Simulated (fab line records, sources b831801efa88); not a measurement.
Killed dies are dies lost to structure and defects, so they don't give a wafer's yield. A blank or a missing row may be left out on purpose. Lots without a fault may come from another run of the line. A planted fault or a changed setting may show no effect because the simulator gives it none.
Which tool did it? | flow sfq_line | 14 lots, 42 wafers sampled, at 6 steps of a route of 325

WHAT THE GAUGES READ, wafer by wafer
SFQ_I6_BOW_MEAS_941. Usual: I6_BOW 8 um, standard deviation 9.3.
lot  | measured     | on            | I6_BOW (um) | flag
L241 | day 66 14:44 | film_metro-02 | 4 3 9       |
L242 | day 66 18:31 | film_metro-03 | 3 -1 -7     |
L243 | day 66 21:32 | film_metro-04 | -3 -6 -2    |
L245 | day 70 06:16 | film_metro-03 | 3 5 -9      |
L246 | day 70 11:54 | film_metro-02 | 23 11 23    |
L247 | day 70 14:52 | film_metro-03 | 10 6 10     |
L255 | day 72 00:16 | film_metro-03 | 8 7 22      |
L256 | day 72 02:50 | film_metro-02 | 1 19 13     |
L257 | day 72 05:53 | film_metro-02 | 20 23 14    |
L258 | day 72 06:16 | film_metro-04 | 11 1 -5     |
L259 | day 72 11:54 | film_metro-04 | 19 19 20    |
L261 | day 72 18:16 | film_metro-03 | -6 0 -6     |
L263 | day 73 20:54 | film_metro-04 | 8 -10 -4    |
L264 | day 73 23:50 | film_metro-03 | 0 -1 0      |

SFQ_M7_OVL_MEAS_945. Usual: M7_OVL 0 nm, standard deviation 5.6.
lot  | measured     | on         | M7_OVL (nm) | flag
L241 | day 73 21:28 | overlay-02 | -7 -6 -5    |
L242 | day 74 02:24 | overlay-02 | -2 -1 3     |
L243 | day 74 08:32 | overlay-02 | 2 1 -1      |
L245 | day 77 00:15 | overlay-02 | -1 1 0      |
L246 | day 77 01:28 | overlay-01 | -3 1 -1     |
L247 | day 77 05:03 | overlay-02 | 10 -2 2     |
L255 | day 80 03:50 | overlay-01 | 2 1 7       |
L256 | day 80 07:26 | overlay-02 | 2 -1 1      |
L257 | day 80 09:50 | overlay-02 | -5 -10 -6   |
L258 | day 80 11:02 | overlay-02 | 0 -1 -6     |
L259 | day 80 18:22 | overlay-02 | 3 4 4       |
L261 | day 81 02:46 | overlay-01 | -13 -13 -12 |
L263 | day 82 14:13 | overlay-01 | -1 1 -5     |
L264 | day 82 17:48 | overlay-01 | -5 -5 -7    |

SFQ_M8_RS_MEAS_949: measures by four-point-probe. Usual: M8_AU_RS 0.1532 ohm/sq, standard deviation 0.0023.
lot  | measured     | on            | M8_AU_RS (ohm/sq)    | flag
L241 | day 79 17:48 | film_metro-04 | 0.1537 0.1576 0.1572 |
L242 | day 79 20:13 | film_metro-01 | 0.1534 0.1535 0.1565 |
L243 | day 79 21:26 | film_metro-01 | 0.1561 0.1580 0.1589 |
L245 | day 81 13:16 | film_metro-03 | 0.1510 0.1500 0.1505 |
L246 | day 81 15:49 | film_metro-01 | 0.1531 0.1548 0.1524 |
L247 | day 82 02:59 | film_metro-01 | 0.1534 0.1539 0.1531 |
L255 | day 83 22:23 | film_metro-04 | 0.1500 0.1509 0.1506 |
L256 | day 84 15:05 | film_metro-03 | 0.1540 0.1553 0.1203 | OFF
L257 | day 84 18:46 | film_metro-01 | 0.1565 0.1537 0.1563 |
L258 | day 84 20:03 | film_metro-01 | 0.1525 0.1543 0.1204 | OFF
L259 | day 85 00:47 | film_metro-04 | 0.1509 0.1515 0.1524 |
L261 | day 85 06:53 | film_metro-03 | 0.1532 0.1542 0.1516 |
L263 | day 86 02:09 | film_metro-04 | 0.1539 0.1534 0.1512 |
L264 | day 86 06:53 | film_metro-04 | 0.1540 0.1533 0.1522 |

SFQ_M8_THK_MEAS_950: measures by xrf. Usual: M8_AU_THK 181 nm, standard deviation 3.
lot  | measured     | on            | M8_AU_THK (nm) | flag
L241 | day 79 17:55 | film_metro-04 | 180 175 175    |
L242 | day 79 20:20 | film_metro-01 | 180 181 177    |
L243 | day 79 21:32 | film_metro-01 | 177 175 173    |
L245 | day 81 13:23 | film_metro-03 | 184 187 186    |
L246 | day 81 15:54 | film_metro-01 | 182 181 182    |
L247 | day 82 03:06 | film_metro-01 | 181 180 180    |
L255 | day 83 22:30 | film_metro-04 | 184 182 183    |
L256 | day 84 15:13 | film_metro-03 | 183 180 232    | OFF
L257 | day 84 18:52 | film_metro-01 | 176 180 178    |
L258 | day 84 20:10 | film_metro-01 | 182 177 230    | OFF
L259 | day 85 00:53 | film_metro-04 | 183 183 182    |
L261 | day 85 06:59 | film_metro-03 | 182 180 183    |
L263 | day 86 02:14 | film_metro-04 | 180 181 184    |
L264 | day 86 07:01 | film_metro-04 | 181 182 183    |

WHICH TOOL RAN EACH LOT (tool, then ch and the chambers of the sampled wafers, then the start)
lot  | SFQ_TRILAYER_M6_STRIP_STRIP_163   | SFQ_TRILAYER_M8_DEP_EVAP_196
L241 | rie_metal-03 ch 0,1, day 66 10:53 | pvd_sputter-02, day 79 17:17
L242 | rie_metal-04 ch 0,1, day 66 14:37 | pvd_sputter-01, day 79 19:41
L243 | rie_metal-01 ch 0,1, day 66 17:13 | pvd_sputter-02, day 79 20:53
L245 | rie_metal-04 ch 0,1, day 68 12:53 | pvd_sputter-01, day 81 12:44
L246 | rie_metal-04 ch 0,1, day 68 15:29 | pvd_sputter-01, day 81 15:14
L247 | rie_metal-03 ch 0,1, day 68 16:29 | pvd_sputter-01, day 82 02:27
L255 | rie_metal-03 ch 0,1, day 70 04:38 | pvd_sputter-01, day 83 21:52
L256 | rie_metal-01 ch 0,1, day 70 05:50 | pvd_sputter-02, day 84 14:35
L257 | rie_metal-03 ch 0,1, day 70 07:14 | pvd_sputter-01, day 84 18:13
L258 | rie_metal-01 ch 0, day 70 08:14   | pvd_sputter-02, day 84 19:31
L259 | rie_metal-01 ch 0,1, day 70 10:50 | pvd_sputter-01, day 85 00:13
L261 | rie_metal-03 ch 1, day 70 21:49   | pvd_sputter-01, day 85 06:20
L263 | rie_metal-04 ch 0,1, day 73 10:58 | pvd_sputter-01, day 86 01:35
L264 | rie_metal-03 ch 0,1, day 73 13:10 | pvd_sputter-01, day 86 06:23
- SFQ_TRILAYER_M6_STRIP_STRIP_163: strips in O2.
- SFQ_TRILAYER_M8_DEP_EVAP_196: material Au, target thk 180 nm, time 900 s.

WHAT THE TOOLS THEMSELVES READ (means of the sampled wafers that have a number; where no wafer has one, the mark that the record gives instead)
SFQ_TRILAYER_M6_STRIP_STRIP_163. Usual: drypump_motor_current_A 5.8 A, standard deviation 0.34; oes_product_au 0.997 a.u., standard deviation 0.0076.
lot  | tool         | drypump_motor_current_A (A) | oes_product_au (a.u.) | flag
L241 | rie_metal-03 | 5.5                         | 1.007                 |
L242 | rie_metal-04 | 5.6                         | 0.986                 |
L243 | rie_metal-01 | 6.0                         | 0.994                 |
L245 | rie_metal-04 | 5.7                         | 0.991                 |
L246 | rie_metal-04 | 5.7                         | 0.998                 |
L247 | rie_metal-03 | 5.4                         | 1.007                 |
L255 | rie_metal-03 | 5.4                         | 1.002                 |
L256 | rie_metal-01 | 6.1                         | 0.989                 |
L257 | rie_metal-03 | 5.7                         | 1.003                 |
L258 | rie_metal-01 | 5.9                         | 0.991                 |
L259 | rie_metal-01 | 6.0                         | 0.992                 |
L261 | rie_metal-03 | 6.0                         | 1.003                 |
L263 | rie_metal-04 | 5.7                         | 0.992                 |
L264 | rie_metal-03 | 5.4                         | 1.004                 |

THE ANSWER, worked out from the rows above alone
Rule: a lot is off if the mean of its wafers that have a number lies more than 3 standard deviations from the usual mean. A lot without any number at a reading at which 4 lots or more have one is off too. The other lots that the step has rows for count as sound. The gauges are gone through in route order, then the tools' own readings, and for those a lot's mean is taken as printed above. The first step at which some lot is off is used, and at that step the reading that is off furthest; a lot without a number counts as furthest.
Off: L256, L258, at SFQ_M8_RS_MEAS_949 (M8_AU_RS).
A tool fits if, at a process step before that reading, it ran every lot that is off, and no sound lot after the first of them. The gauges at SFQ_M8_RS_MEAS_949 are tried like those tools. One fits: pvd_sputter-02 at SFQ_TRILAYER_M8_DEP_EVAP_196. Its last sound lot is L243 (day 79 20:53), its first lot that is off L256 (day 84 14:35): a fault that began between those two fits.

WHAT THE SIMULATOR HAD PUT IN
Process parameter drift: pvd_sputter-02, from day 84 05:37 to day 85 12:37, at SFQ_TRILAYER_M8_DEP_EVAP_196. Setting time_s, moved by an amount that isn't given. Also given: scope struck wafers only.
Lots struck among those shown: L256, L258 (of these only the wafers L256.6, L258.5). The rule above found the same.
